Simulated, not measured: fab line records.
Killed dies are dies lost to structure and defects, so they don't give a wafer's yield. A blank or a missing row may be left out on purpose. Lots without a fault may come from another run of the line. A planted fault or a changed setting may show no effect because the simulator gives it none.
Struck lot and sound lot, side by side || flow sfq-line || 41 out of 325 route steps
Sound: the wafers L726.2, L726.4, L726.6. Struck: wafers L742.2, L742.3, L742.5. The cause comes at the end.
At each step with rows: each side's tool, then ch and its chambers, then its first start. Under that, the readings that differ: sound wafers || struck wafers || difference of the means || sigmas: that difference in standard deviations of wafers without a fault.
alike: a reading whose means differ by less than 2 such deviations, as well as words and numbers matching on both sides. not compared: withheld readings; readings where some wafer has no value; bounds like >300 that might hide an equal value; numbers whose values overlap and for which the record gives no deviation.
The two part at a step that has a row with sigmas, a row that says differs or no value, or rows on one side only. Numbers that have no deviation but don't overlap get no sigmas and don't part them. Lack of a reading on every wafer of one side parts them only where that side has two or more wafers.

first, 3 steps without rows for these wafers: SFQ_TRILAYER_I4_VIA_LITHO_EXPOSE_104 (exposes mask I4, target cd 700 nm); SFQ_TRILAYER_I4_VIA_LITHO_PEB_106 (peb time 60 s); SFQ_TRILAYER_I4_VIA_LITHO_DEVELOP_105 (time 60 s).
SFQ_I4_OVL_MEAS_928:
  sound on overlay-02, day 58 09:48; struck on overlay-01, day 66 23:03
{"reading": "I4_OVL (nm)", "sound": "-4 -6 -3", "struck": "15 18 8", "difference": "+18", "sigmas": "+3"}
then, 5 steps without rows for these wafers: SFQ_TRILAYER_I4_VIA_BARC_OPEN_VIA_ETCH_146 (etches BARC in O2, target depth 125 nm, time 41.7 s); SFQ_TRILAYER_I4_VIA_ETCH_VIA_ETCH_106 (etches SiO2 in CHF3, stops on Nb, target depth 260 nm); SFQ_TRILAYER_I4_VIA_STRIP_STRIP_107 (strips in O2); SFQ_TRILAYER_I4_VIA_STRIP_SOLV_CLEAN_108 (cleans in NMP, time 600 s); SFQ_TRILAYER_JJ_TRILAYER_DEP_PRE_CLEAN_113 (time 22.5 s).
SFQ_TRILAYER_JJ_TRILAYER_DEP_SPUTTER_109: material Nb, target thk 150 nm, time 100 s.
  sound on pvd-sputter-04, day 58 10:47; struck on pvd-sputter-06, day 67 00:02
  alike: cathode-dc-power-W, throttle-valve-pct
then, 2 steps without rows for these wafers: SFQ_TRILAYER_JJ_TRILAYER_DEP_SPUTTER_110 (material Al, target thk 8 nm, time 10 s); SFQ_TRILAYER_JJ_TRILAYER_DEP_AL_OXIDATION_111 (oxidation time 600 s).
SFQ_TRILAYER_JJ_TRILAYER_DEP_SPUTTER_112: material Nb, target thk 170 nm, time 113.3 s.
  sound on pvd-sputter-04, day 58 11:53; struck on pvd-sputter-06, day 67 01:08
{"reading": "cathode-dc-power-W (W)", "sound": "2000.1 2000.4 1999.2", "struck": "2854.2 2854.6 2854.3", "difference": "+854.5", "sigmas": "+99 or more"}
{"reading": "model.Nb_of_TRILAYER_JJ_TRILAYER_DEP_SPUTTER_112.thk-nm (nm)", "sound": "169.7 169.8 169.3", "struck": "244 243.2 243.3", "difference": "+74", "sigmas": ""}
  alike: throttle-valve-pct
SFQ_JJ_RS_MEAS_929: uses a four-point probe to measure.
  sound on film-metro-03, day 58 11:59; struck on film-metro-01, day 67 01:31
{"reading": "JJ_NB_RS (ohm/sq)", "sound": "1.053 1.050 1.057", "struck": "0.728 0.729 0.729", "difference": -0.325, "sigmas": -27}
  not compared: hold
then, 5 steps without rows for these wafers: SFQ_TRILAYER_JJ_CE_LITHO_COAT_114 (resist thk 600 nm); SFQ_TRILAYER_JJ_CE_LITHO_SOFTBAKE_118; SFQ_TRILAYER_JJ_CE_LITHO_EXPOSE_115 (exposes mask J5, target cd 700 nm); SFQ_TRILAYER_JJ_CE_LITHO_PEB_117 (peb time 60 s); SFQ_TRILAYER_JJ_CE_LITHO_DEVELOP_116 (time 60 s).
SFQ_JJ_OVL_MEAS_931:
  sound on overlay-01, day 63 11:47; struck on overlay-01, day 67 11:57
  alike: J5_OVL
SFQ_TRILAYER_JJ_CE_METRO_MEASURE_117:
  sound on cd-sem-02, day 63 12:01; struck on cd-sem-01, day 67 12:11
  alike: cd-nm
then, 3 steps without rows for these wafers: SFQ_TRILAYER_JJ_CE_BARC_OPEN_RIE_150 (chemistry O2, target BARC, target depth 240 nm, time 80 s); SFQ_TRILAYER_JJ_CE_ETCH_RIE_118 (chemistry SF6, target Nb, stops on Al2O3, time 97.7 s, target depth 170 nm); SFQ_TRILAYER_JJ_ANODIZE_ANODIZE_119.
SFQ_TRILAYER_JJ_CE_STRIP_STRIP_120: strips in O2.
  sound on rie-metal-02 ch 1, day 63 14:07; struck on rie-metal-02 ch 1, day 67 13:53
  alike: drypump-motor-current-A, he-backside-leak-sccm, oes-product-au, platen-temp-c
  not compared: rf-hours-counter-h
then, 7 steps without rows for these wafers: SFQ_TRILAYER_JJ_CE_STRIP_SOLV_CLEAN_121 (cleans in NMP, time 600 s); SFQ_TRILAYER_M5_LITHO_COAT_128 (resist thk 62 nm); SFQ_TRILAYER_M5_LITHO_COAT_123 (resist thk 600 nm); SFQ_TRILAYER_M5_LITHO_SOFTBAKE_127; SFQ_TRILAYER_M5_LITHO_EXPOSE_124 (exposes mask M5, target cd 700 nm); SFQ_TRILAYER_M5_LITHO_PEB_126 (peb time 60 s); SFQ_TRILAYER_M5_LITHO_DEVELOP_125 (time 60 s).
-- the record jumps here: 4 days lie between the struck wafers' starts before and after --
SFQ_M5_OVL_MEAS_932:
  sound on overlay-01, day 63 17:33; struck on overlay-02, day 71 07:39
  alike: M5_OVL
then, 2 steps without rows for these wafers: SFQ_TRILAYER_M5_BARC_OPEN_METAL_ETCH_161 (etches BARC in O2, target depth 125 nm, time 41.7 s); SFQ_TRILAYER_M5_ETCH_METAL_ETCH_126 (etches Nb in Cl2/BCl3, stops on SiO2, time 203.2 s, target depth 265 nm).
SFQ_TRILAYER_M5_STRIP_STRIP_127: strips in O2.
  sound on rie-metal-02 ch 1, day 63 18:17; struck on rie-metal-04 ch 0,1, day 71 07:56
  alike: drypump-motor-current-A, he-backside-leak-sccm, oes-product-au, platen-temp-c
  not compared: rf-hours-counter-h
then, 3 steps without rows for these wafers: SFQ_TRILAYER_M5_STRIP_SOLV_CLEAN_128 (cleans in NMP, time 600 s); SFQ_TRILAYER_A5B_DEP_PECVD_129 (deposits SiO2 from SiH4/N2O, time 133.33 s, target thk 600 nm); SFQ_TRILAYER_A5B_CMP_CMP_130 (polishes, stops on Nb, target thk 340.7 nm).
SFQ_TRILAYER_A5B_METRO_MEASURE_131:
  sound on film-metro-03, day 64 00:12; struck on film-metro-03, day 71 12:03
  alike: thk-nm
-- the record jumps here: 5 days lie between the struck wafers' starts before and after --
SFQ_TRILAYER_R5_ETCH_METAL_ETCH_139: etches the open film in Cl2, stops on SiO2, target depth 60 nm, time 40 s.
  sound on rie-metal-03 ch 0,1, day 67 08:44; struck on rie-metal-01 ch 0,1, day 76 09:58
{"reading": "model.Nb_of_TRILAYER_JJ_TRILAYER_DEP_SPUTTER_112.thk-nm (nm)", "sound": "160 159.6 159.2", "struck": "234.2 233.2 233.3", "difference": "+74.0", "sigmas": ""}
  alike: bias-w, drypump-motor-current-A, he-backside-leak-sccm, oes-product-au
  not compared: rf-hours-counter-h

== WHERE THEY PART ==
First at SFQ_I4_OVL_MEAS_928; last, within this record, at SFQ_JJ_RS_MEAS_929. Later steps at which nothing parts them and some readings are alike: SFQ_JJ_OVL_MEAS_931, SFQ_TRILAYER_JJ_CE_METRO_MEASURE_117, SFQ_TRILAYER_JJ_CE_STRIP_STRIP_120, SFQ_M5_OVL_MEAS_932, SFQ_TRILAYER_M5_STRIP_STRIP_127, SFQ_TRILAYER_A5B_METRO_MEASURE_131, SFQ_TRILAYER_R5_ETCH_METAL_ETCH_139.

WHY: whatever the simulator had introduced
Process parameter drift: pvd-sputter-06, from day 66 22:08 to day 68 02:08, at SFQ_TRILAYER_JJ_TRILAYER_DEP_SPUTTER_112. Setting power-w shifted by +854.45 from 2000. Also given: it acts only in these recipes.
